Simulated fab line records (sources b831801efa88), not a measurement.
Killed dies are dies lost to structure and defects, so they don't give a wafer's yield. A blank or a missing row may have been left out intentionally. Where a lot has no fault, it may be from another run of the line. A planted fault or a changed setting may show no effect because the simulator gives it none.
Which tool was responsible? | flow sky130 | 11 lots with 33 wafers sampled at 6 steps, on a route of 708 steps

## WHAT THE GAUGES SHOWED, per wafer
SKY_LI_CONTACT_THK_MEAS_01. Usual: LI_CONTACT_HDPCVD_THK 933 nm, standard deviation 9.3.
lot  | measured     | on           | LI_CONTACT_HDPCVD_THK (nm) | flag
L643 | day 28 17:58 | filmMetro-01 | 931 932 928                | 
L646 | day 29 19:26 | filmMetro-01 | 929 945 927                | 
L644 | day 29 21:35 | filmMetro-03 | 939 924 938                | 
L645 | day 29 22:03 | filmMetro-01 | 929 945 930                | 
L648 | day 30 12:59 | filmMetro-01 | 929 932 931                | 
L649 | day 30 19:05 | filmMetro-04 | 923 924 928                | 
L650 | day 31 01:39 | filmMetro-04 | 924 924 916                | 
L655 | day 32 15:01 | filmMetro-04 | 940 940 931                | 
L658 | day 33 19:26 | filmMetro-03 | 729 917 918 730 917 918    | OFF
L661 | day 34 18:37 | filmMetro-01 | 940 933 950                | 
L664 | day 35 19:04 | filmMetro-03 | 939 932 925                | 

SKY_VIA2_OVL_MEAS_13. Usual: VIA2_OVL -1 nm, standard deviation 5.9.
lot  | measured     | on         | VIA2_OVL (nm) | flag
L643 | day 37 01:33 | overlay-02 | -9 -5 -9      | 
L646 | day 38 00:53 | overlay-02 | -4 -2 2       | 
L644 | day 38 01:50 | overlay-02 | 3 -1 -8       | 
L645 | day 38 03:16 | overlay-02 | 4 6 3         | 
L648 | day 38 17:41 | overlay-02 | -1 5 4        | 
L649 | day 38 21:09 | overlay-02 | -1 6 3        | 
L650 | day 39 05:41 | overlay-02 | 0 8 1         | 
L655 | day 40 15:03 | overlay-02 | -1 5 2        | 
L658 | day 41 17:06 | overlay-01 | 3 3 6         | 
L661 | day 42 12:25 | overlay-02 | 3 2 3         | 
L664 | day 43 11:16 | overlay-01 | -2 2 1        | 

## WHAT TOOL EACH LOT RAN ON (gives the tool, then ch and the chambers of the sampled wafers, and finally the start)
lot  | SKY_LI_CONTACT_HDPCVD_00         | SKY_LI_CONTACT_CMP_02         | SKY_CONTACT_CVD_24           | SKY_VIA1_CMP_02
L643 | hdpcvd-01 ch 1,2, day 28 17:52   | cmp-01 ch 1,3, day 28 18:04   | cvdW-02 ch 0,1, day 32 10:07 | cmp-01 ch 0,3, day 33 14:42
L646 | hdpcvd-02 ch 0,1,2, day 29 19:20 | cmp-01 ch 0,1,2, day 29 19:30 | cvdW-01 ch 0,1, day 33 09:28 | cmp-02 ch 0,2,3, day 34 14:34
L644 | hdpcvd-02 ch 0,2, day 29 21:29   | cmp-01 ch 0,1, day 29 21:39   | cvdW-01 ch 0,1, day 33 11:55 | cmp-02 ch 1,2,3, day 34 16:41
L645 | hdpcvd-01 ch 1,2, day 29 21:55   | cmp-02 ch 0,1,2, day 29 22:08 | cvdW-02 ch 0,1, day 33 12:20 | cmp-01 ch 0,1,3, day 34 17:07
L648 | hdpcvd-01 ch 0,2, day 30 12:53   | cmp-01 ch 0,1, day 30 13:03   | cvdW-02 ch 0, day 34 03:01   | cmp-02 ch 1,2, day 35 08:04
L649 | hdpcvd-02 ch 0,1, day 30 18:58   | cmp-02 ch 2,3, day 30 19:08   | cvdW-01 ch 0,1, day 34 07:58 | cmp-01 ch 1,2,3, day 35 11:55
L650 | hdpcvd-01 ch 0,2, day 31 01:33   | cmp-02 ch 0,2,3, day 31 01:43 | cvdW-02 ch 0,1, day 34 15:25 | cmp-01 ch 0,1,2, day 35 19:58
L655 | hdpcvd-01 ch 0,1,2, day 32 14:55 | cmp-02 ch 1,3, day 32 15:05   | cvdW-02 ch 0,1, day 36 02:19 | cmp-01 ch 0,1,2, day 37 06:13
L658 | hdpcvd-01 ch 0,1, day 33 19:20   | cmp-01 ch 0,1,2, day 33 22:59 | cvdW-01 ch 0,1, day 37 06:26 | cmp-02 ch 1,2, day 38 11:01
L661 | hdpcvd-02 ch 0,2, day 34 18:29   | cmp-01 ch 1,2,3, day 34 18:39 | cvdW-02 ch 0,1, day 38 04:37 | cmp-01 ch 0,2, day 39 08:04
L664 | hdpcvd-02 ch 0,2, day 35 18:57   | cmp-01 ch 0,2,3, day 35 19:07 | cvdW-01 ch 0,1, day 39 05:07 | cmp-01 ch 0,1,3, day 40 07:38
- SKY_LI_CONTACT_HDPCVD_00: deposits PSG, target thk 930 nm, time 155 s.
- SKY_LI_CONTACT_CMP_02: polishes PSG.
- SKY_CONTACT_CVD_24: deposits W, target thk 340 nm, time 102.12 s.
- SKY_VIA1_CMP_02: polishes SiO2.

## WHAT THE TOOLS THEMSELVES READ (means of the sampled wafers that have a number; where no wafer has one, the mark that the record gives instead)
SKY_LI_CONTACT_HDPCVD_00. Usual: pressureMtorr 6.001 mTorr, standard deviation 0.011; susceptorTempC 599.96 C, standard deviation 0.29.
lot  | tool      | pressureMtorr (mTorr) | susceptorTempC (C) | flag
L643 | hdpcvd-01 | 5.987                 | 599.93             | 
L646 | hdpcvd-02 | 6.004                 | 600.04             | 
L644 | hdpcvd-02 | 6.001                 | 599.93             | 
L645 | hdpcvd-01 | 5.998                 | 599.84             | 
L648 | hdpcvd-01 | 6.000                 | 599.75             | 
L649 | hdpcvd-02 | 5.997                 | 599.95             | 
L650 | hdpcvd-01 | 6.008                 | 600.14             | 
L655 | hdpcvd-01 | 6.004                 | 600.28             | 
L658 | hdpcvd-01 | 6.000                 | 600.28             | 
L661 | hdpcvd-02 | 6.016                 | 600.04             | 
L664 | hdpcvd-02 | 6.004                 | 599.98             | 

SKY_LI_CONTACT_CMP_02. Usual: motorCurrentA 12.2 A, standard deviation 0.97; platenRpm 60.00 rpm, standard deviation 0.04; timeToEndpointS 35.1 s, standard deviation 2.5.
lot  | tool   | motorCurrentA (A) | platenRpm (rpm) | timeToEndpointS (s) | flag
L643 | cmp-01 | 11.8              | 60.00           | 34.6                | 
L646 | cmp-01 | 12.8              | 59.97           | 34.4                | 
L644 | cmp-01 | 11.7              | 59.98           | 30.8                | 
L645 | cmp-02 | 12.5              | 60.00           | 36.1                | 
L648 | cmp-01 | 11.9              | 59.97           | 34.8                | 
L649 | cmp-02 | 11.5              | 60.00           | 34.1                | 
L650 | cmp-02 | 12.1              | 59.98           | 34.1                | 
L655 | cmp-02 | 11.7              | 59.97           | 37.9                | 
L658 | cmp-01 | 12.7              | 59.96           | 29.9                | 
L661 | cmp-01 | 12.0              | 60.04           | 38.3                | 
L664 | cmp-01 | 12.7              | 60.02           | 34.8                | 

SKY_CONTACT_CVD_24. Usual: heaterPowerW 828 W, standard deviation 79; susceptorTempC 399.99 C, standard deviation 0.18.
lot  | tool    | heaterPowerW (W) | susceptorTempC (C) | flag
L643 | cvdW-02 | 930              | 399.90             | 
L646 | cvdW-01 | 769              | 400.24             | 
L644 | cvdW-01 | 759              | 400.05             | 
L645 | cvdW-02 | 921              | 399.92             | 
L648 | cvdW-02 | 910              | 400.01             | 
L649 | cvdW-01 | 765              | 400.16             | 
L650 | cvdW-02 | 927              | 400.01             | 
L655 | cvdW-02 | 928              | 399.88             | 
L658 | cvdW-01 | 767              | 400.13             | 
L661 | cvdW-02 | 950              | 399.91             | 
L664 | cvdW-01 | 765              | 400.16             | 

SKY_VIA1_CMP_02. Usual: motorCurrentA 12.2 A, standard deviation 0.94; platenRpm 60.00 rpm, standard deviation 0.039.
lot  | tool   | motorCurrentA (A) | platenRpm (rpm) | flag
L643 | cmp-01 | 11.9              | 60.02           | 
L646 | cmp-02 | 12.2              | 60.02           | 
L644 | cmp-02 | 11.2              | 60.00           | 
L645 | cmp-01 | 11.6              | 60.00           | 
L648 | cmp-02 | 12.2              | 59.99           | 
L649 | cmp-01 | 12.3              | 60.02           | 
L650 | cmp-01 | 12.2              | 60.02           | 
L655 | cmp-01 | 12.5              | 59.99           | 
L658 | cmp-02 | 12.2              | 60.02           | 
L661 | cmp-01 | 12.4              | 59.97           | 
L664 | cmp-01 | 11.8              | 60.03           | 

## THE ANSWER, worked out from the rows above alone
Rule: lot off if the mean of its wafers having a number is beyond 3 standard deviations from the usual mean. A lot without any number at a reading at which 4 lots or more have one is off too. Where the step has rows for the other lots, those lots are counted as sound. The gauges are gone through in route order, then the tools' own readings, and for those a lot's mean is taken as printed above. The first step at which some lot is off is used, and at that step the reading that is off furthest; a lot without a number counts as furthest.
Off: L658, at SKY_LI_CONTACT_THK_MEAS_01 (LI_CONTACT_HDPCVD_THK).
If a tool, at a process step before that reading, ran all the lots that are off and no sound lot after the first of them, it fits. The gauges at SKY_LI_CONTACT_THK_MEAS_01 are tried like those tools. One fits: hdpcvd-01 at SKY_LI_CONTACT_HDPCVD_00. Its last sound lot is L655 (day 32 14:55), its first lot that is off L658 (day 33 19:20): a fault that began between those two fits.

## WHAT WAS PUT IN BY THE SIMULATOR
hdpcvd-01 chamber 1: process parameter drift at SKY_LI_CONTACT_HDPCVD_00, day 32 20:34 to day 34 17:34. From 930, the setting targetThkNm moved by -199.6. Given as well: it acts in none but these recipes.
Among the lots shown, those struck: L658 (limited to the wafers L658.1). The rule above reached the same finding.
